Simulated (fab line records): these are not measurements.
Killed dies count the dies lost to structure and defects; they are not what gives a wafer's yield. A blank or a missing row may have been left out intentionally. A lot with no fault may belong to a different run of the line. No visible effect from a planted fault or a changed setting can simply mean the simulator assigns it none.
A lot that was struck, set against a sound lot	flow sky130	15 out of 708 route steps
Sound: these wafers, L515.1, L515.5, L515.6. Struck: wafers L526.2, L526.3, L526.5. The cause is given at the end.
Per side, at each step with rows, come the tool, then ch with its chambers, and then its first start. Under that, the readings that differ: sound wafers	struck wafers	difference of the means	sigmas: that difference in standard deviations of wafers without a fault.
alike: a reading whose means differ by less than 2 such deviations, as well as words and numbers matching on both sides. not compared: withheld readings; readings where some wafer has no value; bounds like >300 that might hide an equal value; numbers whose values overlap and for which the record gives no deviation.
A row with sigmas, a row that says differs or no value, or rows on one side alone: a step with any of these is where the two part. Non-overlapping numbers with no deviation appear without sigmas and do not part them. Lack of a reading on every wafer of one side parts them only where that side has two or more wafers.

first, 3 steps without rows for these wafers: SKY_VIA2_STRIP_17 (strips in post etch residue remover, time 1200 s); SKY_VIA2_CLEAN_18 (cleans in IPA, time 180 s); SKY_VIA2_CLEAN_19 (cleans in O3/DIW).
SKY_VIA2_SPUTTER_20: material TiN, target thk 20 nm, time 80 s.
  sound on pvd sputter-04 at day 38 04:00; struck on pvd sputter-04 at day 41 19:47
  alike: chamber pressure pa, throttle valve pct
then, 1 step without rows for these wafers: SKY_VIA2_CVD_21 (deposits W, target thk 420 nm, time 126.4 s).
SKY_VIA2_RS_MEAS_22: uses a four-point probe to measure.
  sound on film metro-01 at day 38 04:12; struck on film metro-01 at day 41 19:59
  alike: VIA2_W_RS
SKY_VIA2_THK_MEAS_23: measures by xrf.
  sound on film metro-01 at day 38 04:19; struck on film metro-01 at day 41 20:06
  alike: VIA2_W_THK
SKY_VIA2_CMP_24: polishes, stops on SiO2, t overpolish 20 s, target thk 0 nm.
  sound on cmp-01 ch 1,2, day 38 04:23; struck on cmp-01 ch 1,2, day 41 20:12
  alike: head pressure psi, motor current A, overpolish run s, time to endpoint s
SKY_METAL3_SPUTTER_00: material Ti, target thk 15 nm, time 10 s.
  sound on pvd sputter-01 at day 38 04:41; struck on pvd sputter-03 at day 41 20:27
  alike: chamber pressure pa, throttle valve pct
SKY_METAL3_SPUTTER_01: material TiN, target thk 20 nm, time 16.7 s.
  sound on pvd sputter-01 at day 38 04:42; struck on pvd sputter-03 at day 41 20:28
  alike: chamber pressure pa, throttle valve pct
then, 2 steps without rows for these wafers: SKY_METAL3_SPUTTER_02 (material AlCu, target thk 735 nm, time 39.1 s); SKY_METAL3_SPUTTER_03 (material Ti, target thk 5 nm, time 3.3 s).
SKY_METAL3_SPUTTER_04: material TiN, target thk 70 nm, time 58.3 s.
  sound on pvd sputter-01 at day 38 04:47; struck on pvd sputter-03 at day 41 20:34
reading	sound	struck	difference	sigmas
chamber pressure pa (Pa)	0.4012 0.3990 0.4001	0.4418 0.4414 0.4413	+0.0414	+48
  alike: throttle valve pct
  not compared: model.TiN_of_METAL3_SPUTTER_04.thk nm
SKY_CAPM_CVD_00: deposits SiO2, target thk 15.5 nm.
  sound on pecvd-02 ch 1,2, day 38 04:50; struck on pecvd-04 ch 0,1,2, day 41 20:36
  alike: heater power outer w, heater power w, rf fwd power W
then, 1 step without rows for these wafers: SKY_PAD_OPEN_PROBE_99.

WHERE THEY PART
Only at SKY_METAL3_SPUTTER_04, as far as this record shows. Later steps at which nothing parts them and some readings are alike: SKY_CAPM_CVD_00.

WHY: the cause the simulator had injected
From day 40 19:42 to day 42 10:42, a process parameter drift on pvd sputter-03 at SKY_METAL3_SPUTTER_04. Setting chamber pressure pa, moved by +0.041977, from 0.4. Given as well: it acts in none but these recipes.
